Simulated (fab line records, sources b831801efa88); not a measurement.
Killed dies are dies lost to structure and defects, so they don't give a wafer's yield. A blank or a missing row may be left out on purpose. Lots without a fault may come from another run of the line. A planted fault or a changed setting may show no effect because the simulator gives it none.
fab line records | flow sfq_line
record lots=6 wafers=18 last_day=94
route steps=325 shown JJ@181
lots that met no fault: from a run of the same line without faults
start_h: hours from the record's first day to the start of the lot's first wafer shown | wait_h: hours since the lot's step before | " the same as in the row above | L1.1+2: a row that stands for several wafers | - no value, or no start given | * or withheld: withheld | < > ~ a bound
route shown NAME@n: a module of which the file shows steps, and the number in the route of the first | usual: mean/standard deviation of fault-free wafers | same: alike in all rows | chamber/n: place in a boat | sites: the reading at each site | _std_site: their standard deviation | _edge_site: outer sites' mean less inner sites' | radius_mm: how far each site lies from the wafer's centre | mask NAME#n: copy n | behind: the tool/chamber that last shaped the wafer | hold: why the lot was held/for how many hours/how that ended | device: the transistor (n, p or np) that didn't switch | end of line: the same wafers' tests at the end of the route | a step without rows: its recipe alone | killed: dies lost to structure and defects at the first sort, not the wafer's yield | map: a wafer's dies, x killed, . not, _ none there
set.NAME: the setting as run; set.NAME@STEP: as run at that earlier step | model.NAME: the simulator's own value behind a step, which no gauge read
lots at some steps of the route; a table a step, a row a wafer
services: from which hour (start_h, from the record's first day; less than 0 if before it) a tool's chamber was out of use, for how many hours, and why
## steps
# step SFQ_TRILAYER_JJ_TRILAYER_DEP_AL_OXIDATION_111
# recipe pressure_mbar=0.014667 oxidation_time_s=600 temperature_k=293
# step SFQ_TRILAYER_JJ_TRILAYER_DEP_SPUTTER_112
# recipe material=Nb base_pressure_pa=1.33e-06 chamber_pressure_pa=0.1333 substrate_temp_c=20 target_thk_nm=170 power_w=2000 time_s=113.3
# usual throttle_valve_pct=30.0/0.73
# columns lot.wafer tool chamber start_h wait_h throttle_valve_pct
L983.2 pvd_sputter-04 - 1184.01 0.5 29.1
L983.5 " - " " 29.6
L983.6 " - " " 29.1
L986.1 pvd_sputter-06 - 1215.97 0.5 29.8
L986.5 " - " " 29.5
L986.6 " - " " 30.4
L988.2 pvd_sputter-06 - 1237.58 0.5 29.6
L988.3 " - " " 30.3
L988.5 " - " " 30.3
L989.1 pvd_sputter-03 - 1244.53 0.5 30.7
L989.3 " - " " 29.3
L989.4 " - " " 31.7
L998.3 pvd_sputter-06 - 1305.65 0.5 29.3
L998.4 " - " " 29.5
L998.5 " - " " 30.2
L102.4 pvd_sputter-03 - 1310.47 0.5 30.6
L102.5 " - " " 29.8
L102.6 " - " " 29.2
# step SFQ_JJ_RS_MEAS_929
# recipe thk_meas_gauge=four-point-probe reads=Nb_of_TRILAYER_JJ_TRILAYER_DEP_SPUTTER_112
# usual JJ_NB_RS=1.044/0.013
# columns lot.wafer tool chamber start_h wait_h JJ_NB_RS[ohm/sq]
L983.2 film_metro-02 - 1184.11 0.1 1.037
L983.5 " - " " 1.058
L983.6 " - " " 1.041
L986.1 film_metro-01 - 1216.05 0.0 1.048
L986.5 " - " " 1.037
L986.6 " - " " 1.022
L988.2 film_metro-04 - 1237.68 0.1 1.039
L988.3 " - " " 1.039
L988.5 " - " " 1.036
L989.1 film_metro-04 - 1244.61 0.0 1.050
L989.3 " - " " 1.024
L989.4 " - " " 1.049
L998.3 film_metro-02 - 1305.77 0.1 1.035
L998.4 " - " " 1.054
L998.5 " - " " 1.059
L102.4 film_metro-01 - 1310.61 0.1 1.052
L102.5 " - " " 1.052
L102.6 " - " " 1.043
# step SFQ_TRILAYER_JJ_CE_LITHO_COAT_119
# recipe resist=BARC spin_rpm=3000 resist_thk_nm=62
# step SFQ_TRILAYER_JJ_CE_LITHO_COAT_114
# recipe resist=KrF spin_rpm=3000 resist_thk_nm=600
# step SFQ_TRILAYER_JJ_CE_LITHO_SOFTBAKE_118
# recipe temp_c=withheld time_s=withheld resist=KrF
# step SFQ_TRILAYER_JJ_CE_LITHO_EXPOSE_115
# recipe mask_id=J5 na=0.6 source_shape=conventional sigma_outer=0.65 target_cd_nm=700 dose_mj=14.4
# step SFQ_TRILAYER_JJ_CE_LITHO_PEB_117
# recipe peb_temp_c=115 peb_time_s=60 resist=KrF
# step SFQ_TRILAYER_JJ_CE_LITHO_DEVELOP_116
# recipe time_s=60 resist=KrF
# step SFQ_JJ_OVL_MEAS_931
# usual J5_OVL=-5/5.8
# columns lot.wafer tool chamber start_h wait_h J5_OVL[nm]
L983.2 overlay-02 - 1319.60 0.1 -7
L983.5 " - " " -4
L983.6 " - " " -6
L986.1 overlay-02 - 1348.39 0.1 -13
L986.5 " - " " -9
L986.6 " - " " -8
L988.2 overlay-02 - 1363.67 0.1 -2
L988.3 " - " " 3
L988.5 " - " " 2
L989.1 overlay-02 - 1367.26 0.1 -5
L989.3 " - " " -8
L989.4 " - " " -4
L998.3 overlay-02 - 1404.47 0.1 -5
L998.4 " - " " -3
L998.5 " - " " -5
L102.4 overlay-02 - 1409.28 0.1 3
L102.5 " - " " -2
L102.6 " - " " 6
# step SFQ_TRILAYER_JJ_CE_METRO_MEASURE_117
# usual cd_nm=699.7/1.5
# columns lot.wafer tool chamber start_h wait_h cd_nm
L983.2 cd_sem-01 - 1319.83 0.2 700.7
L983.5 " - " " 700.9
L983.6 " - " " 702.1
L986.1 cd_sem-02 - 1348.43 0.0 701.0
L986.5 " - " " 701.4
L986.6 " - " " 701.5
L988.2 cd_sem-02 - 1363.90 0.2 700.3
L988.3 " - " " 699.9
L988.5 " - " " 698.7
L989.1 cd_sem-01 - 1367.30 0.0 699.0
L989.3 " - " " 699.2
L989.4 " - " " 697.2
L998.3 cd_sem-02 - 1404.90 0.4 697.8
L998.4 " - " " 698.3
L998.5 " - " " 699.1
L102.4 cd_sem-02 - 1409.90 0.6 697.1
L102.5 " - " " 698.0
L102.6 " - " " 697.3
# step SFQ_TRILAYER_JJ_CE_BARC_OPEN_RIE_150
# recipe mask_material=PR chemistry=O2 target_depth_nm=240 target=BARC icp_w=600 bias_w=80 pressure_mtorr=10 time_s=80
# usual bias_w=79.98/0.23 drypump_motor_current_A=5.9/0.39 oes_product_au=0.537/0.0047
# columns lot.wafer tool chamber start_h wait_h bias_w drypump_motor_current_A oes_product_au rf_hours_counter_h
L983.2 rie_metal-04 1 1320.83 0.8 79.78 5.7 0.541 65
L983.5 " 1 " " 79.86 5.7 0.529 -
L983.6 " 0 " " 79.84 6.2 0.536 -
L986.1 rie_metal-04 1 1349.63 1.0 80.43 5.7 0.537 70
L986.5 " 1 " " 80.08 5.7 0.534 -
L986.6 " 1 " " 80.06 5.7 0.532 -
L988.2 rie_metal-04 0 1364.90 0.8 83.97 6.2 0.536 1
L988.3 " 0 " " 83.82 6.1 0.543 -
L988.5 " 0 " " 84.41 6.2 0.533 -
L989.1 rie_metal-04 0 1368.50 1.0 83.59 6.2 0.536 2
L989.3 " 0 " " 83.55 6.2 0.538 -
L989.4 " 1 " " 79.71 5.7 0.529 -
L998.3 rie_metal-02 0 1405.73 0.6 79.94 6.3 0.531 -
L998.4 " 1 " " 80.16 5.8 0.533 -
L998.5 " 0 " " 79.79 6.3 0.533 -
L102.4 rie_metal-02 1 1410.53 0.4 80.28 5.9 0.529 -
L102.5 " 0 " " 80.14 6.3 0.529 -
L102.6 " 1 " " 80.19 5.9 0.534 -
# step SFQ_TRILAYER_JJ_CE_ETCH_RIE_118
# recipe target=Nb stop_on=Al2O3 mask_material=PR taper_deg=13.257 over_etch_frac=0.15 time_s=97.7 chemistry=SF6 target_depth_nm=170 icp_w=600 bias_w=80 pressure_mtorr=10
# usual bias_w=79.97/0.25 drypump_motor_current_A=5.9/0.39 oes_product_au=0.992/0.0087
# columns lot.wafer tool chamber start_h wait_h bias_w drypump_motor_current_A oes_product_au rf_hours_counter_h
L983.2 rie_metal-04 1 1320.92 0.1 80.38 5.7 0.992 65
L983.5 " 1 " " 79.95 5.7 0.991 -
L983.6 " 0 " " 79.93 6.2 0.971 -
L986.1 rie_metal-04 1 1349.81 0.2 79.86 5.7 0.988 70
L986.5 " 1 " " 80.15 5.7 0.994 -
L986.6 " 1 " " 80.27 5.7 1.004 -
L988.2 rie_metal-04 0 1364.99 0.1 79.98 6.2 0.986 2
L988.3 " 0 " " 80.07 6.2 0.981 -
L988.5 " 0 " " 79.91 6.2 0.978 -
L989.1 rie_metal-04 0 1368.59 0.1 79.55 6.2 0.989 2
L989.3 " 0 " " 79.49 6.2 1.001 -
L989.4 " 1 " " 79.36 5.7 0.998 -
L998.3 rie_metal-02 0 1405.82 0.1 79.79 6.3 0.984 -
L998.4 " 1 " " 80.16 5.9 0.995 -
L998.5 " 0 " " 79.75 6.3 0.980 -
L102.4 rie_metal-02 1 1410.62 0.1 79.87 5.9 0.990 -
L102.5 " 0 " " 80.04 6.3 0.988 -
L102.6 " 1 " " 79.94 5.9 0.994 -
## services
# columns tool chamber start_h hours kind
cd_sem-01 - 1186.16 1.4 pm
pvd_sputter-04 - 1187.69 0.5 repair
pvd_sputter-06 - 1196.68 11.7 repair
rie_metal-04 - 1210.46 2.8 pm
rie_metal-04 0 1214.48 5.4 repair
cd_sem-01 - 1218.18 0.9 pm
cd_sem-02 - 1230.48 0.3 pm
cd_sem-01 - 1233.94 1.5 pm
rie_metal-02 - 1239.18 1.7 repair
pvd_sputter-04 - 1257.95 1.5 repair
pvd_sputter-06 - 1269.18 9.3 repair
rie_metal-02 0 1280.82 11.2 repair
rie_metal-04 - 1292.35 6.3 repair
cd_sem-01 - 1309.14 0.6 pm
cd_sem-02 - 1327.06 0.6 pm
rie_metal-04 0 1331.55 - clean
rie_metal-04 0 1331.55 - consumable_replace:focus_ring
rie_metal-04 0 1331.55 21.3 scheduled_down
rie_metal-04 0 1331.55 21.3 vent_cycle
cd_sem-02 - 1342.02 0.8 pm
pvd_sputter-04 - 1369.70 9.3 repair
cd_sem-01 - 1370.16 0.5 pm
cd_sem-02 - 1382.98 8.7 pm
rie_metal-04 - 1401.26 28.1 pm
## key
first_sign step=SFQ_TRILAYER_JJ_CE_BARC_OPEN_RIE_150 reading=bias_w direction=up sigmas=17 usual=79.98 struck=83.87
effect none on later readings
met_at SFQ_TRILAYER_JJ_CE_BARC_OPEN_RIE_150
struck_wafers L988.2,L988.3,L988.5,L989.1,L989.3
onset_between 1320.83 1364.90
fault kind=process_parameter_drift tool=rie_metal-04 chamber=0 onset_h=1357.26 steps=SFQ_TRILAYER_JJ_CE_BARC_OPEN_RIE_150 channel=bias_w offset=3.7893 shape=step end_h=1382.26 acts_in=these_recipes_only stated=80
